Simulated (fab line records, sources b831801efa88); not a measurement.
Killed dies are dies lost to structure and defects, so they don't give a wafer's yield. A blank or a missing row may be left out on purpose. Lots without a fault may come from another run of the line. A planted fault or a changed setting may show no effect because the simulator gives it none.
Which tool did it? | flow sky130 | 12 lots, 36 wafers sampled, at 5 steps of a route of 708

WHAT THE GAUGES READ, wafer by wafer
SKY_LDD_N_TW_MEAS_17. Usual: LDD_N_TW 2573, standard deviation 19.
lot  | measured     | on            | LDD_N_TW       | flag
L322 | day 17 23:35 | film_metro-04 | 2595 2593 2591 |
L324 | day 18 13:20 | film_metro-04 | 2579 2585 2580 |
L326 | day 19 03:46 | film_metro-01 | 2568 2564 2545 |
L328 | day 19 22:34 | film_metro-01 | 2569 2566 2555 |
L330 | day 20 13:22 | film_metro-01 | 2548 2549 2543 |
L331 | day 21 04:43 | film_metro-02 | 2577 2563 2564 |
L332 | day 21 16:33 | film_metro-02 | 2577 2580 2581 |
L333 | day 21 19:09 | film_metro-04 | 2602 2605 2602 |
L334 | day 22 13:43 | film_metro-04 | 2595 2599 2596 |
L336 | day 23 02:59 | film_metro-04 | 2578 2590 2578 |
L344 | day 25 16:13 | film_metro-04 | 2575 2586 2590 |
L345 | day 25 20:29 | film_metro-01 | 2538 2535 2531 |

SKY_LDD_HVN_OVL_MEAS_07. Usual: LDD_HVN_OVL 0.0 nm, standard deviation 1.2.
lot  | measured     | on         | LDD_HVN_OVL (nm) | flag
L322 | day 20 10:29 | overlay-01 | 0.7 3.1 0.8      |
L324 | day 21 02:10 | overlay-01 | 0.5 0.7 0.3      |
L326 | day 21 16:56 | overlay-01 | 0.3 2.0 0.9      |
L328 | day 22 11:49 | overlay-01 | -0.3 0.3 0.9     |
L330 | day 23 02:14 | overlay-02 | -1.2 2.7 -0.6    |
L331 | day 23 17:32 | overlay-01 | -1.2 0.2 0.4     |
L332 | day 24 06:02 | overlay-02 | -0.3 -2.2 -1.5   |
L333 | day 24 07:50 | overlay-02 | 0.3 2.7 2.6      |
L334 | day 25 02:49 | overlay-02 | 0.5 -0.8 0.3     |
L336 | day 25 15:50 | overlay-01 | 0.7 -0.7 2.0     |
L344 | day 27 23:49 | overlay-02 | -0.8 0.7 -1.0    |
L345 | day 28 03:47 | overlay-01 | -1.3 1.2 -0.4    |

SKY_LDD_LDN_TW_MEAS_13. Usual: LDD_LDN_TW 1480, standard deviation 11.
lot  | measured     | on            | LDD_LDN_TW     | flag
L322 | day 23 00:56 | film_metro-04 | 1477 1477 1478 |
L324 | day 23 16:50 | film_metro-02 | 1473 1469 1467 |
L326 | day 24 06:58 | film_metro-01 | 1460 1463 1471 |
L328 | day 25 02:01 | film_metro-02 | 1476 1473 1468 |
L330 | day 25 15:37 | film_metro-02 | 1471 1470 1475 |
L331 | day 26 05:34 | film_metro-04 | 1483 1477 1484 |
L332 | day 26 17:43 | film_metro-04 | 1492 1489 1480 |
L333 | day 26 19:34 | film_metro-04 | 1483 1485 1488 |
L334 | day 27 12:06 | film_metro-04 | 1374 1372 1369 | OFF
L336 | day 28 00:22 | film_metro-01 | 1380 1378 1391 | OFF
L344 | day 30 06:37 | film_metro-01 | 1486 1481 1492 |
L345 | day 30 12:20 | film_metro-02 | 1464 1467 1465 |

WHICH TOOL RAN EACH LOT (tool, then ch and the chambers of the sampled wafers, then the start)
lot  | SKY_LDD_HVN_STRIP_09                 | SKY_LDD_LDN_IMPLANT_10
L322 | plasma_asher-03 ch 0,1, day 20 10:40 | implanter-04 ch 0, day 23 00:32
L324 | plasma_asher-04 ch 0,1, day 21 02:21 | implanter-03 ch 0, day 23 16:26
L326 | plasma_asher-01 ch 0,1, day 21 17:07 | implanter-02 ch 0, day 24 06:34
L328 | plasma_asher-04 ch 0,1, day 22 12:02 | implanter-02 ch 0, day 25 01:39
L330 | plasma_asher-01 ch 0,1, day 23 02:25 | implanter-04 ch 0, day 25 15:13
L331 | plasma_asher-03 ch 0,1, day 23 17:43 | implanter-03 ch 0, day 26 05:10
L332 | plasma_asher-04 ch 0,1, day 24 06:13 | implanter-04 ch 0, day 26 17:19
L333 | plasma_asher-03 ch 0,1, day 24 08:01 | implanter-04 ch 0, day 26 19:10
L334 | plasma_asher-04 ch 0,1, day 25 03:00 | implanter-04 ch 0, day 27 11:42
L336 | plasma_asher-04 ch 0,1, day 25 16:01 | implanter-04 ch 0, day 27 23:59
L344 | plasma_asher-04 ch 0,1, day 28 00:00 | implanter-03 ch 0, day 30 06:13
L345 | plasma_asher-01 ch 0,1, day 28 04:00 | implanter-02 ch 0, day 30 11:58
- SKY_LDD_HVN_STRIP_09: strips in O2/N2.
- SKY_LDD_LDN_IMPLANT_10

WHAT THE TOOLS THEMSELVES READ (means of the sampled wafers that have a number; where no wafer has one, the mark that the record gives instead)
SKY_LDD_HVN_STRIP_09. Usual: drypump_motor_current_A 6.0 A, standard deviation 0.43; oes_product_au 0.408 a.u., standard deviation 0.0049; strip_time_to_endpoint_s 4.138 s, standard deviation 0.018.
lot  | tool            | drypump_motor_current_A (A) | oes_product_au (a.u.) | strip_time_to_endpoint_s (s) | flag
L322 | plasma_asher-03 | 5.7                         | 0.405                 | 4.149                        |
L324 | plasma_asher-04 | 6.3                         | 0.404                 | 4.123                        |
L326 | plasma_asher-01 | 6.1                         | 0.410                 | 4.136                        |
L328 | plasma_asher-04 | 6.0                         | 0.409                 | 4.130                        |
L330 | plasma_asher-01 | 5.7                         | 0.407                 | 4.140                        |
L331 | plasma_asher-03 | 5.7                         | 0.409                 | 4.136                        |
L332 | plasma_asher-04 | 6.1                         | 0.406                 | 4.163                        |
L333 | plasma_asher-03 | 5.7                         | 0.410                 | 4.141                        |
L334 | plasma_asher-04 | 6.0                         | 0.405                 | 4.122                        |
L336 | plasma_asher-04 | 6.3                         | 0.407                 | 4.151                        |
L344 | plasma_asher-04 | 6.3                         | 0.404                 | 4.155                        |
L345 | plasma_asher-01 | 5.7                         | 0.408                 | 4.151                        |

SKY_LDD_LDN_IMPLANT_10. Usual: beam_energy_keV 15.001, standard deviation 0.005; dose_ions_cm2 1.2497e+13, standard deviation 1.3e+10; faraday_current_uA 70.5, standard deviation 1.5.
lot  | tool         | beam_energy_keV | dose_ions_cm2 | faraday_current_uA | flag
L322 | implanter-04 | 15.002          | 1.2507e+13    | 69.9               |
L324 | implanter-03 | 14.998          | 1.2481e+13    | 71.6               |
L326 | implanter-02 | 15.000          | 1.2496e+13    | 69.9               |
L328 | implanter-02 | 15.004          | 1.2490e+13    | 70.6               |
L330 | implanter-04 | 15.001          | 1.2504e+13    | 71.1               |
L331 | implanter-03 | 15.005          | 1.2492e+13    | 69.6               |
L332 | implanter-04 | 15.002          | 1.2509e+13    | 72.0               |
L333 | implanter-04 | 14.990          | 1.2514e+13    | 68.9               |
L334 | implanter-04 | 15.001          | 1.2537e+12    | 7.1                | OFF
L336 | implanter-04 | 15.000          | 1.2610e+12    | 7.0                | OFF
L344 | implanter-03 | 15.002          | 1.2501e+13    | 71.2               |
L345 | implanter-02 | 14.996          | 1.2501e+13    | 68.4               |

THE ANSWER, worked out from the rows above alone
Rule: a lot is off if the mean of its wafers that have a number lies more than 3 standard deviations from the usual mean. A lot without any number at a reading at which 4 lots or more have one is off too. The other lots that the step has rows for count as sound. The gauges are gone through in route order, then the tools' own readings, and for those a lot's mean is taken as printed above. The first step at which some lot is off is used, and at that step the reading that is off furthest; a lot without a number counts as furthest.
Off: L334, L336, at SKY_LDD_LDN_TW_MEAS_13 (LDD_LDN_TW).
A tool fits if, at a process step before that reading, it ran every lot that is off, and no sound lot after the first of them. The gauges at SKY_LDD_LDN_TW_MEAS_13 aren't tried: what is off there is off at SKY_LDD_LDN_IMPLANT_10 too, on other tools, and a gauge's error can't cause that. One fits: implanter-04 at SKY_LDD_LDN_IMPLANT_10. Its last sound lot is L333 (day 26 19:10), its first lot that is off L334 (day 27 11:42): a fault that began between those two fits.
The tool's own readings at SKY_LDD_LDN_IMPLANT_10 bear it out: on the lots that are off they differ by more than 5 times the standard deviation of the sound lots' means. dose_ions_cm2 reads 1.2574e+12 there against 1.2500e+13 on the sound lots; faraday_current_uA reads 7.0 there against 70.3 on the sound lots.

WHAT THE SIMULATOR HAD PUT IN
Process parameter drift: implanter-04, from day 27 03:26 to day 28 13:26, at SKY_LDD_LDN_IMPLANT_10. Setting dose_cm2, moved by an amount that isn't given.
Lots struck among those shown: L334, L336. The rule above found the same.
